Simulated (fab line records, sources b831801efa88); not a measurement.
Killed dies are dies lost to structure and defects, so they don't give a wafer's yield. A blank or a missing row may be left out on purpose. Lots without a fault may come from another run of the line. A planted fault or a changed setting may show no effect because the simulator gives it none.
fab line records | flow sfq_line
record lots=7 wafers=21 last_day=95
route steps=325 shown INCOMING@1 L0@3
lots that met no fault: from a run of the same line without faults
start_h: hours from the record's first day to the start of the lot's first wafer shown | wait_h: hours since the lot's step before | " the same as in the row above | L1.1+2: a row that stands for several wafers | - no value, or no start given | * or withheld: withheld | < > ~ a bound
route shown NAME@n: a module of which the file shows steps, and the number in the route of the first | usual: mean/standard deviation of fault-free wafers | same: alike in all rows | chamber/n: place in a boat | sites: the reading at each site | _std_site: their standard deviation | _edge_site: outer sites' mean less inner sites' | radius_mm: how far each site lies from the wafer's centre | mask NAME#n: copy n | behind: the tool/chamber that last shaped the wafer | hold: why the lot was held/for how many hours/how that ended | device: the transistor (n, p or np) that didn't switch | end of line: the same wafers' tests at the end of the route | a step without rows: its recipe alone | killed: dies lost to structure and defects at the first sort, not the wafer's yield | map: a wafer's dies, x killed, . not, _ none there
set.NAME: the setting as run; set.NAME@STEP: as run at that earlier step | model.NAME: the simulator's own value behind a step, which no gauge read
lots at some steps of the route; a table a step, a row a wafer
services: from which hour (start_h, from the record's first day; less than 0 if before it) a tool's chamber was out of use, for how many hours, and why
## steps
# step SFQ_INCOMING_BOW_MEAS_900
# recipe mode=bow
# usual INCOMING_BOW=0/7.1
# columns lot.wafer tool chamber start_h wait_h INCOMING_BOW[um]
L941.1 film_metro-02 - 10.00 - 3
L941.5 " - " " 2
L941.6 " - " " 8
L956.3 film_metro-03 - 85.04 - -4
L956.4 " - " " 4
L956.5 " - " " 8
L959.2 film_metro-03 - 100.02 - -2
L959.3 " - " " 7
L959.4 " - " " 21
L960.3 film_metro-02 - 105.04 - -8
L960.4 " - " " 5
L960.6 " - " " 10
L962.1 film_metro-03 - 115.00 - -2
L962.5 " - " " 6
L962.6 " - " " 1
L963.1 film_metro-02 - 120.00 - -5
L963.2 " - " " 8
L963.5 " - " " -2
L964.2 film_metro-03 - 125.02 - 1
L964.4 " - " " -13
L964.5 " - " " 2
# step SFQ_TRILAYER_INCOMING_OXIDATION_002
# recipe temp_c=1000 ambient=H2O target_thk_a=5000 p_h2o_torr=720 ox_time_s=4939
# step SFQ_TRILAYER_L0_DEP_SPUTTER_003
# recipe material=MoNx_KI base_pressure_pa=1.33e-06 target_thk_nm=40 power_w=800 time_s=100 chamber_pressure_pa=0.4
# usual throttle_valve_pct=29.6/1.4
# columns lot.wafer tool chamber start_h wait_h throttle_valve_pct
L941.1 pvd_sputter-05 - 12.49 0.0 29.9
L941.5 " - " " 30.3
L941.6 " - " " 30.1
L956.3 pvd_sputter-05 - 87.49 0.0 29.7
L956.4 " - " " 30.2
L956.5 " - " " 26.8
L959.2 pvd_sputter-06 - 102.49 0.0 26.9
L959.3 " - " " 30.6
L959.4 " - " " 29.3
L960.3 pvd_sputter-05 - 107.49 0.0 26.8
L960.4 " - " " 29.9
L960.6 " - " " 30.2
L962.1 pvd_sputter-05 - 117.49 0.0 26.6
L962.5 " - " " 30.1
L962.6 " - " " 30.3
L963.1 pvd_sputter-05 - 122.49 0.0 30.0
L963.2 " - " " 30.1
L963.5 " - " " 26.7
L964.2 pvd_sputter-06 - 127.49 0.0 29.3
L964.4 " - " " 30.0
L964.5 " - " " 31.0
# step SFQ_L0_RS_MEAS_901
# recipe thk_meas_gauge=four-point-probe reads=MoNx_KI_of_TRILAYER_L0_DEP_SPUTTER_003
# usual L0_MONX_KI_RS=43.7/0.42
# columns lot.wafer tool chamber start_h wait_h L0_MONX_KI_RS[ohm/sq]
L941.1 film_metro-02 - 12.56 0.0 44.6
L941.5 " - " " 44.3
L941.6 " - " " 44.6
L956.3 film_metro-01 - 87.60 0.1 43.8
L956.4 " - " " 43.6
L956.5 " - " " 43.6
L959.2 film_metro-04 - 102.58 0.1 43.0
L959.3 " - " " 43.4
L959.4 " - " " 42.9
L960.3 film_metro-02 - 107.60 0.1 43.9
L960.4 " - " " 44.2
L960.6 " - " " 46.0
L962.1 film_metro-02 - 117.56 0.0 43.4
L962.5 " - " " 45.8
L962.6 " - " " 43.6
L963.1 film_metro-04 - 122.56 0.0 44.0
L963.2 " - " " 46.4
L963.5 " - " " 44.0
L964.2 film_metro-02 - 127.58 0.1 44.2
L964.4 " - " " 43.7
L964.5 " - " " 44.1
# step SFQ_L0_THK_MEAS_902
# recipe thk_meas_gauge=xrf reads=MoNx_KI_of_TRILAYER_L0_DEP_SPUTTER_003
# usual L0_MONX_KI_THK=39.3/0.43
# columns lot.wafer tool chamber start_h wait_h L0_MONX_KI_THK[nm]
L941.1 film_metro-02 - 12.68 0.1 38.6
L941.5 " - " " 39.1
L941.6 " - " " 38.7
L956.3 film_metro-01 - 87.70 0.1 39.3
L956.4 " - " " 39.1
L956.5 " - " " 39.5
L959.2 film_metro-04 - 102.69 0.1 40.0
L959.3 " - " " 39.5
L959.4 " - " " 40.0
L960.3 film_metro-02 - 107.70 0.1 39.2
L960.4 " - " " 38.7
L960.6 " - " " 37.5
L962.1 film_metro-02 - 117.68 0.1 39.8
L962.5 " - " " 37.6
L962.6 " - " " 39.3
L963.1 film_metro-04 - 122.68 0.1 38.8
L963.2 " - " " 37.4
L963.5 " - " " 39.1
L964.2 film_metro-02 - 127.69 0.1 39.0
L964.4 " - " " 39.5
L964.5 " - " " 39.2
# step SFQ_TRILAYER_L0_LITHO_COAT_010
# recipe resist=BARC spin_rpm=3000 resist_thk_nm=62
# step SFQ_TRILAYER_L0_LITHO_COAT_005
# recipe resist=KrF spin_rpm=3000 resist_thk_nm=600
# step SFQ_TRILAYER_L0_LITHO_SOFTBAKE_009
# recipe temp_c=withheld time_s=withheld resist=KrF
# step SFQ_TRILAYER_L0_LITHO_EXPOSE_006
# recipe mask_id=L0 na=0.6 source_shape=conventional sigma_outer=0.65 target_cd_nm=2000 dose_mj=14.4
# step SFQ_TRILAYER_L0_LITHO_PEB_008
# recipe peb_temp_c=115 peb_time_s=60 resist=KrF
# step SFQ_TRILAYER_L0_LITHO_DEVELOP_007
# recipe time_s=60 resist=KrF
# step SFQ_TRILAYER_L0_BARC_OPEN_METAL_ETCH_010
# recipe mask_material=PR chemistry=O2 target_depth_nm=125 target=BARC icp_w=600 bias_w=80 pressure_mtorr=10 time_s=41.7
# usual drypump_motor_current_A=5.7/0.34 oes_product_au=0.685/0.0046 rf_fwd_power_W=593.3/2.3
# columns lot.wafer tool chamber start_h wait_h drypump_motor_current_A oes_product_au rf_fwd_power_W rf_hours_counter_h
L941.1 rie_metal-01 1 69.18 0.1 5.4 0.685 591.0 15
L941.5 " 1 " " 5.5 0.688 594.4 -
L941.6 " 1 " " 5.5 0.685 596.8 -
L956.3 rie_metal-01 1 167.45 0.1 5.4 0.688 593.5 -
L956.4 " 0 " " 5.9 0.681 592.1 -
L956.5 " 0 " " 5.9 0.687 593.3 -
L959.2 rie_metal-04 0 184.36 0.1 6.2 0.683 588.2 24
L959.3 " 0 " " 6.2 0.687 588.5 -
L959.4 " 1 " " 6.0 0.691 596.7 -
L960.3 rie_metal-04 0 187.98 0.1 6.3 0.685 590.4 -
L960.4 " 1 " " 6.0 0.690 591.9 -
L960.6 " 0 " " 6.2 0.686 588.7 -
L962.1 rie_metal-01 0 204.18 0.1 5.9 0.689 590.2 26
L962.5 " 0 " " 5.9 0.679 591.7 -
L962.6 " 0 " " 5.9 0.685 590.0 -
L963.1 rie_metal-01 1 211.38 0.1 5.5 0.691 594.8 41
L963.2 " 0 " " 5.9 0.682 591.8 27
L963.5 " 1 " " 5.4 0.693 591.9 -
L964.2 rie_metal-03 0 217.38 0.1 5.3 0.691 597.2 175
L964.4 " 1 " " 5.3 0.683 590.9 -
L964.5 " 0 " " 5.4 0.678 592.1 -
# step SFQ_TRILAYER_L0_ETCH_METAL_ETCH_008
# recipe target=MoNx_KI stop_on=SiO2 mask_material=PR chemistry=SF6/O2 target_depth_nm=50 icp_w=600 bias_w=80 pressure_mtorr=10 time_s=25
# usual drypump_motor_current_A=5.7/0.34 oes_product_au=0.871/0.0061 rf_fwd_power_W=591/3
# columns lot.wafer tool chamber start_h wait_h drypump_motor_current_A oes_product_au rf_fwd_power_W rf_hours_counter_h
L941.1 rie_metal-01 1 69.30 0.1 5.5 0.858 594 15
L941.5 " 1 " " 5.4 0.865 594 -
L941.6 " 1 " " 5.5 0.861 595 -
L956.3 rie_metal-01 1 167.51 0.0 5.5 0.872 593 -
L956.4 " 0 " " 5.8 0.867 589 -
L956.5 " 0 " " 5.9 0.872 591 -
L959.2 rie_metal-04 0 184.42 0.0 6.3 0.873 585 24
L959.3 " 0 " " 6.2 0.873 587 -
L959.4 " 1 " " 6.1 0.880 591 -
L960.3 rie_metal-04 0 188.03 0.0 6.2 0.870 585 -
L960.4 " 1 " " 6.1 0.876 593 -
L960.6 " 0 " " 6.2 0.849 585 -
L962.1 rie_metal-01 0 204.30 0.1 5.8 0.872 589 26
L962.5 " 0 " " 5.8 0.853 588 -
L962.6 " 0 " " 5.8 0.874 589 -
L963.1 rie_metal-01 1 211.44 0.0 5.5 0.866 595 41
L963.2 " 0 " " 5.9 0.844 590 27
L963.5 " 1 " " 5.5 0.873 597 -
L964.2 rie_metal-03 0 217.44 0.0 5.4 0.869 594 175
L964.4 " 1 " " 5.3 0.872 590 -
L964.5 " 0 " " 5.3 0.870 590 -
# step SFQ_TRILAYER_L0_STRIP_STRIP_009
# recipe gas=O2 power_w=200 platen_temp_c=40 overash_fraction=0.65 chemistry=O2 pressure_mtorr=50
# usual drypump_motor_current_A=5.7/0.34 oes_product_au=1.005/0.0076 platen_temp_c=39.99/0.11
# same overash_fraction=0.65
# columns lot.wafer tool chamber start_h wait_h drypump_motor_current_A oes_product_au platen_temp_c rf_hours_counter_h
L941.1 rie_metal-01 1 69.39 0.1 5.4 1.018 40.02 15
L941.5 " 1 " " 5.5 1.010 40.12 -
L941.6 " 1 " " 5.5 1.006 39.96 -
L956.3 rie_metal-01 1 167.74 0.2 5.5 1.007 39.96 -
L956.4 " 0 " " 5.9 0.998 39.94 -
L956.5 " 0 " " 5.9 0.993 39.94 -
L959.2 rie_metal-04 0 184.46 0.0 6.2 1.016 39.86 24
L959.3 " 0 " " 6.2 1.023 39.98 -
L959.4 " 1 " " 6.1 1.015 40.05 -
L960.3 rie_metal-04 0 188.26 0.2 6.2 1.007 40.08 -
L960.4 " 1 " " 6.1 0.997 40.03 -
L960.6 " 0 " " 6.2 1.012 40.21 -
L962.1 rie_metal-01 0 204.40 0.1 5.9 1.014 39.95 26
L962.5 " 0 " " 5.9 1.010 39.94 -
L962.6 " 0 " " 5.9 1.013 39.82 -
L963.1 rie_metal-01 1 211.49 0.0 5.4 1.006 39.84 41
L963.2 " 0 " " 5.8 1.006 39.96 27
L963.5 " 1 " " 5.4 1.015 39.92 -
L964.2 rie_metal-03 0 217.49 0.0 5.4 1.002 40.03 175
L964.4 " 1 " " 5.3 0.991 39.96 -
L964.5 " 0 " " 5.4 1.004 40.31 -
## services
# columns tool chamber start_h hours kind
rie_metal-04 - -4.51 14.6 pm
rie_metal-04 - 10.09 2.8 pm
rie_metal-04 0 24.69 - clean
rie_metal-04 0 24.69 - consumable_replace:focus_ring
rie_metal-04 0 24.69 20.7 scheduled_down
rie_metal-04 0 24.69 20.7 vent_cycle
rie_metal-03 1 44.18 45.0 repair
rie_metal-01 0 49.34 - clean
rie_metal-01 0 49.34 - consumable_replace:focus_ring
rie_metal-01 0 49.34 20.9 scheduled_down
rie_metal-01 0 49.34 20.9 vent_cycle
pvd_sputter-06 - 65.78 1.3 repair
rie_metal-03 - 91.44 28.1 pm
rie_metal-03 0 134.09 3.7 repair
rie_metal-01 - 158.66 0.6 repair
rie_metal-01 0 183.14 10.2 repair
pvd_sputter-06 - 206.32 26.1 repair
## key
first_sign step=SFQ_L0_RS_MEAS_901 reading=L0_MONX_KI_RS direction=up sigmas=5.5 usual=43.7 struck=46.0
effect step=SFQ_L0_THK_MEAS_902 reading=L0_MONX_KI_THK direction=down sigmas=4.2 usual=39.3 struck=37.5
effect step=SFQ_TRILAYER_L0_ETCH_METAL_ETCH_008 reading=oes_product_au direction=down sigmas=3.5 usual=0.871 struck=0.849
met_at SFQ_TRILAYER_L0_DEP_SPUTTER_003
struck_wafers L960.6,L962.5,L963.2
onset_between 87.49 107.49
fault kind=site_profile_drift tool=pvd_sputter-05 chamber=- onset_h=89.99 steps=SFQ_TRILAYER_L0_DEP_SPUTTER_003 basis=fraction max_abs_drift=0.094378 slope_share_per_hr=47.189 site_pattern=0,0,0,0,0,-1,-1,-1,-1 scope=struck_wafers_only
